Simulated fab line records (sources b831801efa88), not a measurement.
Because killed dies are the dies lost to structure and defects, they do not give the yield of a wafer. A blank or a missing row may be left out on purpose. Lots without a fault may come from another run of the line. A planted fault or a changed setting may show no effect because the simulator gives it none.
Tool commonality check + flow sky130 + 13 lots, 39 wafers sampled

== WHAT PROMPTED THE OPENING ==
SKY_NWELL_OVL_MEAS_10, reading NWELL_00_OVL: flagged on 3 of 13 lots. Wafers without a fault read 0.2 nm, standard deviation 1.2.
Rule: flag the lot when none of its wafers has a number, or when each of its wafers that has one lies beyond 4 standard deviations from that mean. The other lots count as sound.

| lot  | measured     | on         | NWELL_00_OVL (nm), wafer by wafer | flag    |
|------|--------------|------------|-----------------------------------|---------|
| L897 | day 4 19:17  | overlay-02 | -0.6 2.5 1.7                      |         |
| L898 | day 5 02:35  | overlay-01 | 0.5 0.7 0.5                       |         |
| L900 | day 5 10:53  | overlay-01 | -2.3 -2.4 0.1                     |         |
| L901 | day 5 17:13  | overlay-02 | 0.8 1.8 -1.2                      |         |
| L903 | day 6 06:44  | overlay-02 | -0.5 0.7 2.5                      |         |
| L907 | day 7 11:49  | overlay-01 | -92.4 -91.2 -89.8                 | FLAGGED |
| L908 | day 7 15:23  | overlay-01 | 0.0 0.3 0.7                       |         |
| L909 | day 7 19:52  | overlay-02 | -90.1 -89.4 -91.0                 | FLAGGED |
| L910 | day 8 03:22  | overlay-01 | 1.8 2.2 -0.1                      |         |
| L912 | day 8 13:40  | overlay-02 | -88.6 -90.2 -90.6                 | FLAGGED |
| L914 | day 8 22:31  | overlay-01 | 0.5 -0.2 3.1                      |         |
| L918 | day 10 11:28 | overlay-02 | -0.2 0.2 0.8                      |         |
| L919 | day 10 11:50 | overlay-02 | 1.4 1.3 2.3                       |         |
On average the flagged lots' numbers are -90.4 nm, which is -90.6 nm against the usual, or -75 standard deviations.

== EACH LOT AND THE TOOL IT RAN ON ==
The record keeps 1 process step preceding the reading, out of 708 steps on the route. Every cell lists first the tool, next ch and the chambers used by the sampled wafers, and last the start.
| lot  | flag    | SKY_NWELL_EXPOSE_07                |
|------|---------|------------------------------------|
| L897 |         | ilineStepper-01 ch 0, day 4 11:14  |
| L898 |         | ilineStepper-01 ch 0, day 4 17:23  |
| L900 |         | ilineStepper-01 ch 0, day 5 02:08  |
| L901 |         | ilineStepper-01 ch 0, day 5 08:16  |
| L903 |         | ilineStepper-02 ch 0, day 5 21:15  |
| L907 | FLAGGED | ilineStepper-01 ch 0, day 7 01:49  |
| L908 |         | ilineStepper-02 ch 0, day 7 05:54  |
| L909 | FLAGGED | ilineStepper-01 ch 0, day 7 11:20  |
| L910 |         | ilineStepper-02 ch 0, day 7 18:33  |
| L912 | FLAGGED | ilineStepper-01 ch 0, day 8 03:09  |
| L914 |         | ilineStepper-02 ch 0, day 8 12:35  |
| L918 |         | ilineStepper-02 ch 0, day 10 00:05 |
| L919 |         | ilineStepper-02 ch 0, day 10 00:22 |
What these steps do:
- SKY_NWELL_EXPOSE_07: exposes mask NWM, target cd 840 nm.
- SKY_NWELL_OVL_MEAS_10

== FLAGGED AGAINST TOTAL, ONE TOOL AT A TIME (gauges that did the reading follow at the end) ==
| step                  | tool            | lots run | flagged | share of the flagged lots | sound lots run after its first flagged lot |
|-----------------------|-----------------|----------|---------|---------------------------|--------------------------------------------|
| SKY_NWELL_EXPOSE_07   | ilineStepper-01 | 7        | 3       | all                       | 0                                          |
| SKY_NWELL_EXPOSE_07   | ilineStepper-02 | 6        | 0       | none                      | -                                          |
| SKY_NWELL_OVL_MEAS_10 | overlay-01      | 6        | 1       | some                      | 3 (L908,L910,L914)                         |
| SKY_NWELL_OVL_MEAS_10 | overlay-02      | 7        | 2       | some                      | 2 (L918,L919)                              |

== WHAT THE TABLE ALLOWS ==
Rows of the table that ran each flagged lot: 1, that is ilineStepper-01 at SKY_NWELL_EXPOSE_07.
- ilineStepper-01 at SKY_NWELL_EXPOSE_07: 3 of its 7 lots flagged. It ran its last sound lot, L901, at day 5 08:16 and its first flagged lot, L907, at day 7 01:49: a fault with its onset between the two fits.
What remains is a single tool, ilineStepper-01 at SKY_NWELL_EXPOSE_07.

== WHAT THE SIMULATOR HAD INSERTED ==
Scanner matching overlay: ilineStepper-01, from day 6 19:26 on, at SKY_NWELL_EXPOSE_07. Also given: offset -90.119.
Lots struck among those shown: L907, L909, L912. Same finding as the rule above.
